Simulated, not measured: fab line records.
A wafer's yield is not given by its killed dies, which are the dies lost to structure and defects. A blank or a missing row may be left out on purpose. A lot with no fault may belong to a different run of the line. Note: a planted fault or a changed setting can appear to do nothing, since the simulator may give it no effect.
Which tool was responsible? -- flow sky130 -- 11 lots, 33 wafers sampled, at 5 steps of a route of 708

## WHAT THE GAUGES SHOWED, per wafer
SKY_VT_ADJUST_HVTR_TW_MEAS_11.
lot,measured,on,VT_ADJUST_HVTR_TW
L527,day 9 18:10,filmMetro-03,209.8 210.5 210.8
L528,day 10 05:35,filmMetro-01,212.8 212.2 212.1
L530,day 10 21:49,filmMetro-01,184.5 184.1 184.2 184.2 183.2 183.8
L531,day 11 05:22,filmMetro-03,180.0 179.5 180.3 179.6 179.0 180.4
L542,day 14 12:04,filmMetro-03,209.8 209.3 209.4
L544,day 15 01:01,filmMetro-03,210.2 210.1 210.6
L545,day 15 10:22,filmMetro-01,213.1 212.4 212.0
L546,day 15 11:15,filmMetro-01,212.0 212.3 212.8
L547,day 15 19:11,filmMetro-03,209.4 209.9 210.2
L548,day 16 09:07,filmMetro-02,209.9 209.7 210.2
L549,day 16 15:52,filmMetro-03,208.9 208.4 208.2

SKY_VT_ADJUST_PCH_OVL_MEAS_07.
lot,measured,on,VT_ADJUST_PCH_OVL (nm)
L527,day 10 16:02,overlay-02,-1.5 -2.7 -0.8
L528,day 11 04:07,overlay-02,0.1 2.2 0.6
L530,day 11 20:27,overlay-02,-1.1 -1.0 0.9
L531,day 12 04:39,overlay-02,1.8 0.8 1.5
L542,day 15 14:50,overlay-02,-1.2 -0.5 -2.3
L544,day 16 04:08,overlay-02,-1.0 -0.5 0.3
L545,day 16 14:24,overlay-01,-1.1 -0.4 -0.7
L546,day 16 16:00,overlay-01,0.2 -2.2 -1.5
L547,day 16 21:57,overlay-01,-1.3 -3.7 -2.2
L548,day 17 13:27,overlay-01,0.4 -0.5 -0.4
L549,day 17 21:04,overlay-02,0.8 -0.6 0.6

## WHAT TOOL EACH LOT RAN ON (gives the tool, then ch and the chambers of the sampled wafers, and finally the start)
lot,SKY_NWELL_STRIP_14,SKY_VT_ADJUST_LVTN_STRIP_20,SKY_VT_ADJUST_HVTR_IMPLANT_09
L527,"plasmaAsher-04 ch 0,1, day 4 21:38","plasmaAsher-01 ch 0,1, day 8 01:23","implanter-01 ch 0, day 9 17:55"
L528,"plasmaAsher-04 ch 0,1, day 5 03:14","plasmaAsher-02 ch 0,1, day 8 09:54","implanter-02 ch 0, day 10 05:20"
L530,"plasmaAsher-01 ch 0,1, day 5 16:04","plasmaAsher-02 ch 0,1, day 9 02:32","implanter-02 ch 0, day 10 21:36"
L531,"plasmaAsher-02 ch 0,1, day 5 22:28","plasmaAsher-02 ch 0,1, day 9 09:13","implanter-02 ch 0, day 11 05:07"
L542,"plasmaAsher-02 ch 0,1, day 8 14:03","plasmaAsher-03 ch 0,1, day 12 09:56","implanter-02 ch 0, day 14 11:49"
L544,"plasmaAsher-01 ch 0,1, day 9 03:38","plasmaAsher-03 ch 0,1, day 12 23:03","implanter-02 ch 0, day 15 00:46"
L545,"plasmaAsher-02 ch 0,1, day 9 09:04","plasmaAsher-01 ch 0,1, day 13 05:42","implanter-02 ch 0, day 15 10:07"
L546,"plasmaAsher-01 ch 0, day 9 09:38","plasmaAsher-01 ch 0,1, day 13 06:18","implanter-02 ch 0, day 15 11:00"
L547,"plasmaAsher-02 ch 0,1, day 9 15:52","plasmaAsher-01 ch 0,1, day 13 13:26","implanter-01 ch 0, day 15 18:58"
L548,"plasmaAsher-04 ch 0,1, day 10 01:44","plasmaAsher-02 ch 0,1, day 14 03:21","implanter-01 ch 0, day 16 08:52"
L549,"plasmaAsher-01 ch 0,1, day 10 06:13","plasmaAsher-01 ch 0,1, day 14 08:29","implanter-02 ch 0, day 16 15:39"
- SKY_NWELL_STRIP_14: strips in O2/N2.
- SKY_VT_ADJUST_LVTN_STRIP_20: strips in O2/N2.
- SKY_VT_ADJUST_HVTR_IMPLANT_09

## WHAT THE TOOLS THEMSELVES READ (means of the sampled wafers that have a number; where no wafer has one, the mark that the record gives instead)
SKY_NWELL_STRIP_14.
lot,tool,drypumpMotorCurrentA (A),oesProductAu (a.u.),stripTimeToEndpointS (s)
L527,plasmaAsher-04,6.1,0.718,36.89
L528,plasmaAsher-04,5.6,0.724,36.89
L530,plasmaAsher-01,5.2,0.724,37.07
L531,plasmaAsher-02,5.9,0.723,37.00
L542,plasmaAsher-02,5.9,0.718,36.98
L544,plasmaAsher-01,5.4,0.727,37.03
L545,plasmaAsher-02,5.9,0.720,36.94
L546,plasmaAsher-01,5.5,0.722,36.95
L547,plasmaAsher-02,5.9,0.721,36.88
L548,plasmaAsher-04,6.0,0.725,36.90
L549,plasmaAsher-01,5.2,0.723,37.00

SKY_VT_ADJUST_LVTN_STRIP_20.
lot,tool,drypumpMotorCurrentA (A),oesProductAu (a.u.),stripTimeToEndpointS (s)
L527,plasmaAsher-01,5.4,0.716,14.17
L528,plasmaAsher-02,5.9,0.710,14.21
L530,plasmaAsher-02,5.9,0.712,14.17
L531,plasmaAsher-02,5.9,0.714,14.27
L542,plasmaAsher-03,6.2,0.714,14.20
L544,plasmaAsher-03,6.4,0.717,14.15
L545,plasmaAsher-01,5.4,0.716,14.22
L546,plasmaAsher-01,5.3,0.714,14.12
L547,plasmaAsher-01,5.2,0.720,14.21
L548,plasmaAsher-02,5.9,0.716,14.16
L549,plasmaAsher-01,5.3,0.718,14.20

SKY_VT_ADJUST_HVTR_IMPLANT_09.
lot,tool,doseIonsCm2,endStationPressureTorr (Torr),faradayCurrentUA
L527,implanter-01,2.0995e+12,4.87e-06,11.49
L528,implanter-02,2.0997e+12,5.15e-06,11.90
L530,implanter-02,1.2505e+12,4.68e-06,7.06
L531,implanter-02,1.2499e+12,4.99e-06,7.07
L542,implanter-02,2.0981e+12,4.96e-06,11.97
L544,implanter-02,2.1006e+12,4.87e-06,11.76
L545,implanter-02,2.0996e+12,5.04e-06,11.84
L546,implanter-02,2.1009e+12,5.14e-06,11.98
L547,implanter-01,2.1026e+12,4.86e-06,11.93
L548,implanter-01,2.0975e+12,5.00e-06,11.84
L549,implanter-02,2.1012e+12,4.95e-06,11.61

## THE ANSWER, worked out from the rows above alone
Rule: what is usual is taken from the lots themselves. The widest of any qualifying gaps counts: lots, ordered by their means at a reading, are off when they make up no more than a third of the lots, leave a main group of 4 or more, and stand apart from it by 3 or more times the standard deviation of that group's means. Not used: any main group whose means are identical at the precision the tables above print for the reading. Also off: a lot with no number at a reading for which 4 or more lots have one. All remaining lots with rows at the step are treated as sound. After the gauges, taken in route order, come the tools' own readings; for these a lot's mean is taken, as printed above. At the first step where some lot is off, the reading lying furthest off is the one used; lots without a number count as furthest.
Off: L530, L531, seen at SKY_VT_ADJUST_HVTR_TW_MEAS_11 (VT_ADJUST_HVTR_TW). The main group: mean 210.6, standard deviation 1.4.
If a tool, at a process step before that reading, ran all the lots that are off and no sound lot after the first of them, it fits. The gauges at SKY_VT_ADJUST_HVTR_TW_MEAS_11 aren't tried: what is off there is off at SKY_VT_ADJUST_HVTR_IMPLANT_09 too, on other tools, and a gauge's error can't cause that. None of those tried fits.

## WHAT HAD BEEN PUT IN BY THE SIMULATOR
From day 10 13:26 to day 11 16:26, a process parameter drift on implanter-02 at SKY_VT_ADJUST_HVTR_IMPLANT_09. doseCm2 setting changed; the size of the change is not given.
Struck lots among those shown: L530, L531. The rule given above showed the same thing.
